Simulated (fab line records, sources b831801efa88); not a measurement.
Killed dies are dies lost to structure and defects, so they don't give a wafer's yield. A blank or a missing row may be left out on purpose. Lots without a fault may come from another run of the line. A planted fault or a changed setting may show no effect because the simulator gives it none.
One fault seen from 2 desks | flow gf180mcu | each desk has only its own numbers; what lay behind them comes last

THE TOOL OWNER'S DESK: rie_diel-03
The tool's own readings at GF_POLY_GATE_ETCH_12 (etches BARC in N2/H2): means of the sampled wafers that have a number, for each lot that ran on this tool. A lot is out of limits, marked OUT, if its mean lies more than 4 standard deviations from the usual mean; the brackets give that distance.
Columns: A = chamber_pressure_mTorr at GF_POLY_GATE_ETCH_12, usual 30.001 mTorr; B = drypump_motor_current_A at GF_POLY_GATE_ETCH_12, usual 5.6 A; C = oes_product_au at GF_POLY_GATE_ETCH_12, usual 0.736 a.u.; D = rf_fwd_power_W at GF_POLY_GATE_ETCH_12, usual 495.6 W; E = throttle_valve_pct at GF_POLY_GATE_ETCH_12, usual 13.215 %
lot  | first seen here | A      | B   | C     | D               | E
L451 | day 8 23:38     | 29.992 | 5.2 | 0.739 | 496.1           | 13.211
L453 | day 9 07:34     | 30.034 | 5.3 | 0.737 | 493.5           | 13.215
L463 | day 12 06:19    | 29.981 | 5.3 | 0.734 | 493.2           | 13.213
L464 | day 12 17:43    | 29.978 | 5.7 | 0.732 | 491.8           | 13.219
L467 | day 13 11:04    | 29.986 | 5.3 | 0.737 | 415.2 (-40) OUT | 13.215
L468 | day 13 21:07    | 29.988 | 5.3 | 0.733 | 414.3 (-41) OUT | 13.218
L469 | day 14 05:07    | 29.998 | 5.3 | 0.738 | 415.1 (-40) OUT | 13.221
This desk's finding: out of limits on L467, L468, L469; first on L467, day 13 11:04 (rf_fwd_power_W at GF_POLY_GATE_ETCH_12). In limits: L451, L453, L463, L464.

THE METROLOGY DESK
What the gauges read, lot by lot, whatever tool the lot ran on: means of the sampled wafers that have a number. A lot is out of limits, marked OUT, if its mean lies more than 4 standard deviations from the usual mean; the brackets give that distance.
Columns: A = HV_LDD_CVD_56_THK at GF_HV_LDD_THK_MEAS_57, usual 89.9 nm; B = PSD_TW at GF_PSD_TW_MEAS_11, usual 3162
lot  | first seen here | A    | B
L451 | day 12 08:22    | 91.6 | 3157
L452 | day 12 19:09    | 90.2 | 3164
L453 | day 12 20:34    | 89.6 | 3162
L454 | day 13 02:22    | 89.4 | 3165
L456 | day 13 17:01    | 88.5 | 3146
L457 | day 13 23:35    | 90.4 | 3147
L459 | day 14 21:17    | 89.6 | 3186
L463 | day 15 23:02    | 89.4 | 3134
L464 | day 16 18:14    | 90.3 | 3167
L467 | day 17 16:34    | 91.0 | 3165
L468 | day 18 01:26    | 90.5 | 3173
L469 | day 18 13:37    | 89.5 | 3178
L472 | day 19 09:17    | 89.4 | 3190
This desk's finding: nothing out of limits on any of the 13 lots.

PUT TOGETHER
The tool owner's desk could have raised an alarm at day 13 11:04, on L467, L468, L469.
The metrology desk saw nothing out of limits.
The metrology desk has L467, L468, L469 on record, within its limits.
Of the lots named, all ran GF_POLY_GATE_ETCH_12 on rie_diel-03.

WHAT THE SIMULATOR HAD PUT IN
Process parameter drift: rie_diel-03, from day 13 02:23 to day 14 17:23, at GF_POLY_GATE_ETCH_12. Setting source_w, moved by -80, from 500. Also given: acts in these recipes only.
Lots struck among those shown: L467, L468, L469.
Hours from the fault's start to each desk's first reading out of limits: the tool owner's desk, 9.
